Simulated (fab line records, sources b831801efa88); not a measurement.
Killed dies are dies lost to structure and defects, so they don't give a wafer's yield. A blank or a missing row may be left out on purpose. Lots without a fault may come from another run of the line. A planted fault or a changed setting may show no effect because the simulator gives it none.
Chamber matching | flow gf180mcu | GF_STI_ETCH_14 on rie_si-02: 4 sister chambers
The step etches Si in HBr/Cl2/O2, target depth 360 nm, time 102.9 s. 8 wafers are shown with their chamber, then 9 later ones without.

WAFERS WITH THEIR CHAMBER
wafer  | chamber | drypump_motor_current_A (A) | oes_product_au (a.u.)
L632.5 | 1       | 5.23                        | 1.005
L645.4 | 1       | 5.21                        | 1.012
L648.1 | 2       | 5.49                        | 0.997
L648.2 | 3       | 5.55                        | 1.042
L648.3 | 0       | 5.53                        | 1.032
L650.1 | 2       | 5.50                        | 1.005
L650.3 | 0       | 5.56                        | 1.035
L650.5 | 3       | 5.55                        | 1.039

WAFERS WITHOUT THEIR CHAMBER
wafer  | drypump_motor_current_A (A) | oes_product_au (a.u.)
L652.1 | 5.21                        | 1.004
L652.4 | 5.51                        | 1.020
L652.6 | 5.51                        | 0.978
L653.1 | 5.51                        | 0.991
L653.4 | 5.23                        | 1.015
L653.5 | 5.21                        | 1.007
L655.3 | 5.57                        | 1.040
L655.4 | 5.52                        | 1.005
L655.5 | 5.55                        | 1.012

WHICH CHAMBER EACH WENT THROUGH
wafer  | from the rows above          | in truth
L652.1 | 1                            | 1
L652.4 | can't be placed: 0 or 2 or 3 | 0
L652.6 | 2                            | 2
L653.1 | 2                            | 2
L653.4 | 1                            | 1
L653.5 | 1                            | 1
L655.3 | can't be placed: 3 or 0      | 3
L655.4 | 2                            | 2
L655.5 | can't be placed: 2 or 0      | 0
Placed correctly: 6 of 9. Can't be placed from these rows: 3 (the true chamber is among the candidates in 3). Placed wrongly: 0.
How it was worked out, from the rows above alone: a wafer's distance from a chamber is the root of the sum, over the readings, of the square of ((its reading less the chamber's mean) divided by the reading's scatter). The wafer belongs to the nearest chamber; if the next one is less than 2 further off, it can't be placed. A chamber's mean is the mean of its shown wafers. The scatter: the root of (the sum of the squares of (reading less its chamber's mean) over the shown wafers, divided by (wafers less chambers)).
